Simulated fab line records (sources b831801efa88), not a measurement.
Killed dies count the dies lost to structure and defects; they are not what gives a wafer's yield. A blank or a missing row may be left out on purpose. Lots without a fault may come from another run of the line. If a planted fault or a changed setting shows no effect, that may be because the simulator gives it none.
What tool caused it?	flow sky130	13 lots, 36 wafers sampled, at 5 steps of a route of 708

## WHAT EACH GAUGE READ, for each wafer
SKY_LI_CONTACT_THK_MEAS_01. Usual: for LI_CONTACT_HDPCVD_THK the level is 927 nm and the standard deviation is 9.5.
lot	measured	on	LI_CONTACT_HDPCVD_THK (nm)	flag
L251	day 27 16:46	film-metro-04	922 926 935	
L252	day 27 18:35	film-metro-04	945 922 939	
L254	day 28 15:44	film-metro-04	932 929 941	
L255	day 28 23:07	film-metro-04	924 921 935	
L258	day 30 07:14	film-metro-02	927 918 918	
L260	day 32 01:10	film-metro-03	919 934 930	
L262	day 32 10:41	film-metro-02	943 937 932	
L263	day 32 22:12	film-metro-02	919 925 928	
L265	day 33 02:56	film-metro-03	920 928 912	
L266	day 33 08:50	film-metro-03	924 936 913	
L267	day 33 11:53	film-metro-03	945 943	
L269	day 33 16:38	film-metro-02	920 927	
L268	day 33 19:53	film-metro-03	914 912	

SKY_VIA2_CD_MEAS_12: target cd 200 nm. Usual: cd-nm 199.6 nm, standard deviation 1.3.
lot	measured	on	cd-nm (nm)	flag
L251	day 36 00:10	cd-sem-01	200.8 201.1 201.2	
L252	day 36 03:40	cd-sem-01	198.6 199.2 199.7	
L254	day 36 21:19	cd-sem-01	200.5 201.0 199.4	
L255	day 37 04:31	cd-sem-01	199.1 201.3 198.0	
L258	day 38 10:56	cd-sem-02	200.2 199.0 199.6	
L260	day 39 23:35	cd-sem-02	199.8 198.7 200.3	
L262	day 40 08:47	cd-sem-01	201.6 199.1 198.7	
L263	day 40 17:24	cd-sem-02	198.6 199.0 199.7	
L265	day 40 21:55	cd-sem-02	199.5 198.5 198.3	
L266	day 41 03:52	cd-sem-02	198.7 198.6 197.9	
L267	day 41 05:23	cd-sem-01	153.4 199.2	OFF
L269	day 41 11:27	cd-sem-01	154.7 199.8	OFF
L268	day 41 13:25	cd-sem-01	152.6 198.6	OFF

## WHAT TOOL EACH LOT RAN ON (gives the tool, then ch and the chambers of the sampled wafers, and finally the start)
lot	SKY_CONTACT_CVD_24	SKY_METAL1_SPUTTER_01	SKY_VIA2_EXPOSE_09
L251	cvd-w-01 ch 0,1, day 31 09:31	pvd-sputter-01, day 31 10:08	krf-scanner-01 ch 0, day 35 11:38
L252	cvd-w-01 ch 0,1, day 31 11:05	pvd-sputter-04, day 31 11:41	krf-scanner-02 ch 0, day 35 15:02
L254	cvd-w-02 ch 0,1, day 32 06:43	pvd-sputter-02, day 32 07:20	krf-scanner-01 ch 0, day 36 08:33
L255	cvd-w-02 ch 0,1, day 32 15:15	pvd-sputter-04, day 32 15:52	krf-scanner-02 ch 0, day 36 16:32
L258	cvd-w-02 ch 0,1, day 33 22:03	pvd-sputter-02, day 33 22:40	krf-scanner-01 ch 0, day 37 22:47
L260	cvd-w-02 ch 0,1, day 35 12:23	pvd-sputter-04, day 35 12:58	krf-scanner-02 ch 0, day 39 10:52
L262	cvd-w-02 ch 0,1, day 35 22:39	pvd-sputter-01, day 35 23:16	krf-scanner-02 ch 0, day 39 20:45
L263	cvd-w-02 ch 0,1, day 36 08:36	pvd-sputter-04, day 36 09:11	krf-scanner-01 ch 0, day 40 05:59
L265	cvd-w-01 ch 0,1, day 36 13:19	pvd-sputter-01, day 36 13:53	krf-scanner-02 ch 0, day 40 10:02
L266	cvd-w-01 ch 0,1, day 36 18:50	pvd-sputter-04, day 36 19:27	krf-scanner-02 ch 0, day 40 15:58
L267	cvd-w-01 ch 0, day 36 21:33	pvd-sputter-01, day 36 22:10	krf-scanner-02 ch 0, day 40 18:14
L269	cvd-w-02 ch 0,1, day 37 02:47	pvd-sputter-04, day 37 03:22	krf-scanner-02 ch 0, day 41 00:12
L268	cvd-w-02 ch 0,1, day 37 05:08	pvd-sputter-04, day 37 05:43	krf-scanner-02 ch 0, day 41 02:28
- SKY_CONTACT_CVD_24: deposits W, target thk 340 nm, time 102.12 s.
- SKY_METAL1_SPUTTER_01: material TiN, target thk 20 nm, time 16.7 s.
- SKY_VIA2_EXPOSE_09: exposes mask VIM2, target cd 200 nm.

## WHAT THE TOOLS THEMSELVES READ (means of the sampled wafers that have a number; where no wafer has one, the mark that the record gives instead)
SKY_CONTACT_CVD_24. Usual: heater-power-w 858 W, standard deviation 52.
lot	tool	heater-power-w (W)	flag
L251	cvd-w-01	812	
L252	cvd-w-01	874	
L254	cvd-w-02	861	
L255	cvd-w-02	863	
L258	cvd-w-02	858	
L260	cvd-w-02	894	
L262	cvd-w-02	853	
L263	cvd-w-02	872	
L265	cvd-w-01	868	
L266	cvd-w-01	830	
L267	cvd-w-01	784	
L269	cvd-w-02	866	
L268	cvd-w-02	862	

SKY_METAL1_SPUTTER_01. Usual: throttle-valve-pct 29.6 %, standard deviation 0.93.
lot	tool	throttle-valve-pct (%)	flag
L251	pvd-sputter-01	29.1	
L252	pvd-sputter-04	29.5	
L254	pvd-sputter-02	28.8	
L255	pvd-sputter-04	30.7	
L258	pvd-sputter-02	29.9	
L260	pvd-sputter-04	29.3	
L262	pvd-sputter-01	29.4	
L263	pvd-sputter-04	29.5	
L265	pvd-sputter-01	29.7	
L266	pvd-sputter-04	30.5	
L267	pvd-sputter-01	29.0	
L269	pvd-sputter-04	28.3	
L268	pvd-sputter-04	29.9	

## THE ANSWER, worked out from the rows above alone
Rule: lot off if the mean of its wafers having a number is beyond 3 standard deviations from the usual mean. A lot without any number at a reading at which 4 lots or more have one is off too. Any other lot the step has rows for is counted as sound. The gauges are gone through in route order, then the tools' own readings, and for those a lot's mean is taken as printed above. At the first step where some lot is off, the reading lying furthest off is the one used; lots without a number count as furthest.
Off: L267, L269, L268 (SKY_VIA2_CD_MEAS_12, cd-nm).
If a tool, at a process step before that reading, ran all the lots that are off and no sound lot after the first of them, it fits. Those tools and the gauges at SKY_VIA2_CD_MEAS_12 are tried in the same way. Can't be told from this: 2 tools fit, krf-scanner-02 at SKY_VIA2_EXPOSE_09, cd-sem-01 at SKY_VIA2_CD_MEAS_12.

## WHAT HAD BEEN PUT IN BY THE SIMULATOR
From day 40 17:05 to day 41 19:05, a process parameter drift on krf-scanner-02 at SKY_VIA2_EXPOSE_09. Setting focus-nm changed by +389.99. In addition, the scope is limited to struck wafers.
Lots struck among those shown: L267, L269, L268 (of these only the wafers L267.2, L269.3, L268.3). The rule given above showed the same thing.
